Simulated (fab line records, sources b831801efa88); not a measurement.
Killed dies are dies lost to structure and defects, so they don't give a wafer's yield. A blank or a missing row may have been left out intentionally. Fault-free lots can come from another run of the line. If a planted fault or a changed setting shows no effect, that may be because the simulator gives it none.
Lot-split experiment :: flow sky130 :: 5 lots, 23 wafers read, on a route of 708 steps

## SPLIT DETAILS
At SKY_SD_N_STRIP_11 (strips in O2/N2), the setting power_w was moved away from the recipe's 1400 W on 8 of the 23 wafers read, by -5.0% to +11.1%. The other wafers ran this setting at the recipe's value.

Reading taken at the split's own step.

## THE READING
oes_product_au, in a.u., at SKY_SD_N_STRIP_11 (strips in O2/N2). A value of 0.528 a.u. with a standard deviation of 0.0043 a.u. is what fault-free wafers of this fab line usually give.

wafer: L076.2
tool, chamber at the split: plasma_asher-01, 0
power_w as run, W: 1400
against the recipe: recipe
oes_product_au, a.u.: 0.526
against lot-mates on the recipe: -

wafer: L076.4
tool, chamber at the split: plasma_asher-01, 1
power_w as run, W: 1400
against the recipe: recipe
oes_product_au, a.u.: 0.521
against lot-mates on the recipe: -

wafer: L076.5
tool, chamber at the split: plasma_asher-01, 1
power_w as run, W: 1400
against the recipe: recipe
oes_product_au, a.u.: 0.522
against lot-mates on the recipe: -

wafer: L077.1
tool, chamber at the split: plasma_asher-04, 0
power_w as run, W: 1400
against the recipe: recipe
oes_product_au, a.u.: 0.518
against lot-mates on the recipe: -

wafer: L077.2
tool, chamber at the split: plasma_asher-04, 1
power_w as run, W: 1555
against the recipe: +11.1%
oes_product_au, a.u.: 0.554
against lot-mates on the recipe: +0.029

wafer: L077.4
tool, chamber at the split: plasma_asher-04, 0
power_w as run, W: 1555
against the recipe: +11.1%
oes_product_au, a.u.: 0.551
against lot-mates on the recipe: +0.026

wafer: L077.5
tool, chamber at the split: plasma_asher-04, 0
power_w as run, W: 1400
against the recipe: recipe
oes_product_au, a.u.: 0.533
against lot-mates on the recipe: -

wafer: L077.6
tool, chamber at the split: plasma_asher-04, 1
power_w as run, W: 1400
against the recipe: recipe
oes_product_au, a.u.: 0.525
against lot-mates on the recipe: -

wafer: L082.1
tool, chamber at the split: plasma_asher-01, 0
power_w as run, W: 1330
against the recipe: -5.0%
oes_product_au, a.u.: 0.513
against lot-mates on the recipe: -0.017

wafer: L082.2
tool, chamber at the split: plasma_asher-01, 1
power_w as run, W: 1330
against the recipe: -5.0%
oes_product_au, a.u.: 0.509
against lot-mates on the recipe: -0.021

wafer: L082.3
tool, chamber at the split: plasma_asher-01, 1
power_w as run, W: 1400
against the recipe: recipe
oes_product_au, a.u.: 0.529
against lot-mates on the recipe: -

wafer: L082.4
tool, chamber at the split: plasma_asher-01, 0
power_w as run, W: 1330
against the recipe: -5.0%
oes_product_au, a.u.: 0.516
against lot-mates on the recipe: -0.014

wafer: L082.6
tool, chamber at the split: plasma_asher-01, 1
power_w as run, W: 1400
against the recipe: recipe
oes_product_au, a.u.: 0.531
against lot-mates on the recipe: -

wafer: L083.1
tool, chamber at the split: plasma_asher-01, 1
power_w as run, W: 1400
against the recipe: recipe
oes_product_au, a.u.: 0.526
against lot-mates on the recipe: -

wafer: L083.2
tool, chamber at the split: plasma_asher-01, 0
power_w as run, W: 1533
against the recipe: +9.5%
oes_product_au, a.u.: 0.552
against lot-mates on the recipe: +0.022

wafer: L083.3
tool, chamber at the split: plasma_asher-01, 1
power_w as run, W: 1533
against the recipe: +9.5%
oes_product_au, a.u.: 0.546
against lot-mates on the recipe: +0.016

wafer: L083.4
tool, chamber at the split: plasma_asher-01, 0
power_w as run, W: 1400
against the recipe: recipe
oes_product_au, a.u.: 0.533
against lot-mates on the recipe: -

wafer: L083.6
tool, chamber at the split: plasma_asher-01, 0
power_w as run, W: 1533
against the recipe: +9.5%
oes_product_au, a.u.: 0.552
against lot-mates on the recipe: +0.022

wafer: L084.1
tool, chamber at the split: plasma_asher-01, 0
power_w as run, W: 1400
against the recipe: recipe
oes_product_au, a.u.: 0.527
against lot-mates on the recipe: -

wafer: L084.2
tool, chamber at the split: plasma_asher-01, 1
power_w as run, W: 1400
against the recipe: recipe
oes_product_au, a.u.: 0.529
against lot-mates on the recipe: -

wafer: L084.3
tool, chamber at the split: plasma_asher-01, 1
power_w as run, W: 1400
against the recipe: recipe
oes_product_au, a.u.: 0.532
against lot-mates on the recipe: -

wafer: L084.5
tool, chamber at the split: plasma_asher-01, 0
power_w as run, W: 1400
against the recipe: recipe
oes_product_au, a.u.: 0.530
against lot-mates on the recipe: -

wafer: L084.6
tool, chamber at the split: plasma_asher-01, 1
power_w as run, W: 1400
against the recipe: recipe
oes_product_au, a.u.: 0.533
against lot-mates on the recipe: -

FIT RESULTS
A straight line over all 23 wafers: oes_product_au changes by +0.00243 a.u. for each +1% of power_w; r = +0.94; the points scatter about the line by 0.0043 a.u.
The same after taking each lot's own level away (the mean of its wafers on the recipe; 23 wafers): +0.00251 a.u. for each +1%; r = +0.96; scatter 0.0038 a.u.
On that fit, the largest move of power_w shifts the reading by 0.028 a.u.
From 0.5230 to 0.5302 a.u.: that is the span of the lots' own levels, equal to 1.7 times the standard deviation above.
Consequently the slope shifts little with the lot-to-lot level, the two slopes agreeing.
Check: +0.0262 a.u. against its lot-mates is what the line predicts for one of the wafers moved furthest among these (+11.1%) when that wafer is left out of the fit. Against them it came out at +0.0287 a.u.
Tool readings at the split's step, against how far the setting was moved: oes_product_au r = +0.94; strip_time_to_endpoint_s r = -1.00.

## OTHER SPLITS APPLIED TO THESE WAFERS
These wafers also went through other splits before the reading. Each is held against what the fit with the lots' levels taken away leaves over:
other split on the same wafers: SKY_GATE_OXIDE_SOFTBAKE_06 temp_c
wafers away from the commonest value: 6
r with oes_product_au (lot level and that fit taken away): -0.19

other split on the same wafers: SKY_RES_PROTECT_COAT_02 spin_rpm
wafers away from the commonest value: 7
r with oes_product_au (lot level and that fit taken away): +0.10

other split on the same wafers: SKY_POLY_GATE_CVD_03 pressure_mtorr
wafers away from the commonest value: 10
r with oes_product_au (lot level and that fit taken away): +0.18

other split on the same wafers: SKY_POLY_GATE_EXPOSE_10 dose_mj
wafers away from the commonest value: 6
r with oes_product_au (lot level and that fit taken away): -0.11

other split on the same wafers: SKY_LDD_N_SOFTBAKE_03 temp_c
wafers away from the commonest value: 10
r with oes_product_au (lot level and that fit taken away): +0.06

other split on the same wafers: SKY_LDD_P_IMPLANT_09 dose_cm2
wafers away from the commonest value: 8
r with oes_product_au (lot level and that fit taken away): -0.30

other split on the same wafers: SKY_LDD_HVN_SOFTBAKE_03 temp_c
wafers away from the commonest value: 6
r with oes_product_au (lot level and that fit taken away): +0.36

other split on the same wafers: SKY_LDD_HVP_SOFTBAKE_03 temp_c
wafers away from the commonest value: 11
r with oes_product_au (lot level and that fit taken away): -0.33

## THE WHOLE CHAIN: every reading that the file lists as answering this split, in the file's order
step: SKY_SD_N_STRIP_11
what it does: strips in O2/N2
reading: oes_product_au
change (the file's fit): +0.00246 a.u. for each +1% of the setting
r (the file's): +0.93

step: SKY_SD_N_STRIP_11
what it does: strips in O2/N2
reading: strip_time_to_endpoint_s
change (the file's fit): withheld for each +1% of the setting
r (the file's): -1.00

## THE FILE'S OWN FIT
oes_product_au changes by +0.00246 a.u. for each +1% of power_w, r = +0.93.
